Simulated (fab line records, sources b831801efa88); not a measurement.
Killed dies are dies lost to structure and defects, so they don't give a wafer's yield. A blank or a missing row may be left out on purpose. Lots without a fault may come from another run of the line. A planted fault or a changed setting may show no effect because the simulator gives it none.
Which tool did it? | flow sky130 | 14 lots, 42 wafers sampled, at 5 steps of a route of 708

WHAT THE GAUGES READ, wafer by wafer
SKY_POLY_GATE_OVL_MEAS_14.
lot  | measured     | on         | POLY_GATE_OVL (nm)
L173 | day 16 11:11 | overlay-02 | 3 7 -1
L174 | day 17 00:29 | overlay-01 | 8 16 10
L175 | day 17 00:44 | overlay-02 | 6 -5 5
L176 | day 17 11:03 | overlay-01 | 3 6 4
L177 | day 17 19:05 | overlay-01 | 2 10 14
L178 | day 17 22:47 | overlay-02 | 10 9 7
L185 | day 21 04:33 | overlay-02 | 10 9 14
L186 | day 21 13:30 | overlay-02 | 9 1 3
L189 | day 22 10:05 | overlay-02 | 12 8 5
L188 | day 22 11:38 | overlay-02 | 7 6 6
L192 | day 24 00:12 | overlay-01 | 3 -4 -7
L194 | day 24 00:34 | overlay-01 | 6 14 2
L195 | day 24 07:03 | overlay-01 | 4 -4 4
L196 | day 24 11:55 | overlay-01 | 10 3 8

SKY_POLY_GATE_THK_MEAS_21.
lot  | measured     | on            | POLY_GATE_OXIDATION_THK (nm)
L173 | day 16 18:20 | film_metro-02 | 4.04 4.08 4.03
L174 | day 17 07:58 | film_metro-01 | 4.19 4.17 4.09
L175 | day 17 07:58 | film_metro-02 | 4.03 4.11 4.13
L176 | day 17 22:00 | film_metro-02 | 4.08 4.05 4.00
L177 | day 17 22:01 | film_metro-03 | 4.13 4.13 4.09
L178 | day 18 06:11 | film_metro-03 | 4.03 4.02 3.97
L185 | day 21 06:13 | film_metro-03 | 3.98 4.05 4.15
L186 | day 21 15:10 | film_metro-02 | 3.97 4.02 4.00
L189 | day 22 11:53 | film_metro-03 | 3.88 3.81 3.85
L188 | day 22 13:19 | film_metro-01 | 4.10 4.08 4.05
L192 | day 24 01:52 | film_metro-01 | 3.98 4.06 4.00
L194 | day 24 03:09 | film_metro-02 | 4.17 4.22 4.12
L195 | day 24 08:43 | film_metro-01 | 4.09 3.98 4.02
L196 | day 24 13:37 | film_metro-02 | 4.12 4.12 4.07

SKY_LDD_P_OVL_MEAS_08.
lot  | measured     | on         | LDD_P_OVL (nm)
L173 | day 19 03:41 | overlay-01 | -1.9 -2.1 -2.4
L174 | day 19 18:41 | overlay-02 | -0.8 -0.5 -0.2
L175 | day 19 19:25 | overlay-02 | -1.5 -1.6 -1.4
L176 | day 20 09:50 | overlay-02 | -0.1 -0.2 1.0
L177 | day 20 10:08 | overlay-01 | -1.9 -1.9 -2.0
L178 | day 20 19:19 | overlay-02 | -0.8 -2.7 -1.7
L185 | day 23 19:50 | overlay-02 | -1.5 -0.1 -2.2
L186 | day 24 05:23 | overlay-02 | -0.1 0.9 1.2
L189 | day 25 01:51 | overlay-02 | 0.2 -1.9 0.7
L188 | day 25 03:04 | overlay-02 | -0.3 0.5 0.9
L192 | day 26 14:05 | overlay-01 | 0.2 -0.3 -1.6
L194 | day 26 15:22 | overlay-02 | 0.3 0.3 0.7
L195 | day 26 20:41 | overlay-01 | 0.0 0.5 -0.4
L196 | day 27 00:35 | overlay-02 | 0.2 1.7 -0.4

SKY_LDD_HVN_TW_MEAS_10.
lot  | measured     | on            | LDD_HVN_TW
L173 | day 20 10:47 | film_metro-01 | 1421 1421 1421
L174 | day 21 01:04 | film_metro-03 | 1445 1434 1435
L175 | day 21 02:28 | film_metro-01 | 1410 1422 1412
L176 | day 21 16:55 | film_metro-03 | 1436 1435 1445
L177 | day 21 17:13 | film_metro-02 | 1433 1430 1432
L178 | day 22 02:41 | film_metro-01 | 1425 1420 1424
L185 | day 25 03:06 | film_metro-02 | 1430 1354 1424
L186 | day 25 11:49 | film_metro-02 | 1435 1359 1432
L189 | day 26 07:25 | film_metro-01 | 1450 1449 1448
L188 | day 26 08:38 | film_metro-01 | 1448 1444 1448
L192 | day 27 17:25 | film_metro-01 | 1454 1452 1453
L194 | day 27 18:56 | film_metro-01 | 1446 1445 1448
L195 | day 28 00:06 | film_metro-03 | 1418 1422 1422
L196 | day 28 04:05 | film_metro-01 | 1459 1453 1448

WHICH TOOL RAN EACH LOT (tool, then ch and the chambers of the sampled wafers, then the start)
lot  | SKY_LDD_HVN_IMPLANT_08
L173 | implanter-02 ch 0, day 20 10:32
L174 | implanter-04 ch 0, day 21 00:49
L175 | implanter-01 ch 0, day 21 02:13
L176 | implanter-01 ch 0, day 21 16:40
L177 | implanter-04 ch 0, day 21 16:58
L178 | implanter-02 ch 0, day 22 02:26
L185 | implanter-01 ch 0, day 25 02:51
L186 | implanter-01 ch 0, day 25 11:34
L189 | implanter-02 ch 0, day 26 07:10
L188 | implanter-02 ch 0, day 26 08:23
L192 | implanter-02 ch 0, day 27 17:10
L194 | implanter-04 ch 0, day 27 18:43
L195 | implanter-01 ch 0, day 27 23:51
L196 | implanter-02 ch 0, day 28 03:52
- SKY_LDD_HVN_IMPLANT_08

WHAT THE TOOLS THEMSELVES READ (means of the sampled wafers that have a number; where no wafer has one, the mark that the record gives instead)
The record holds no such reading with a usual standard deviation.

THE ANSWER, worked out from the rows above alone
Rule: what is usual is taken from the lots themselves. Put in order of their means at a reading, lots are off if they are a third of the lots or fewer, leave a main group of 4 or more, and stand apart from it by a gap of 3 or more times the standard deviation of the main group's means; of several such gaps the widest counts. A main group whose means are all the same, to the digits that the tables above print for the reading, isn't used. A lot without any number at a reading at which 4 lots or more have one is off too. The other lots that the step has rows for count as sound. The gauges are gone through in route order, then the tools' own readings, and for those a lot's mean is taken as printed above. The first step at which some lot is off is used, and at that step the reading that is off furthest; a lot without a number counts as furthest.
No lot is off at any reading shown: from this, nothing can be told.

WHAT THE SIMULATOR HAD PUT IN
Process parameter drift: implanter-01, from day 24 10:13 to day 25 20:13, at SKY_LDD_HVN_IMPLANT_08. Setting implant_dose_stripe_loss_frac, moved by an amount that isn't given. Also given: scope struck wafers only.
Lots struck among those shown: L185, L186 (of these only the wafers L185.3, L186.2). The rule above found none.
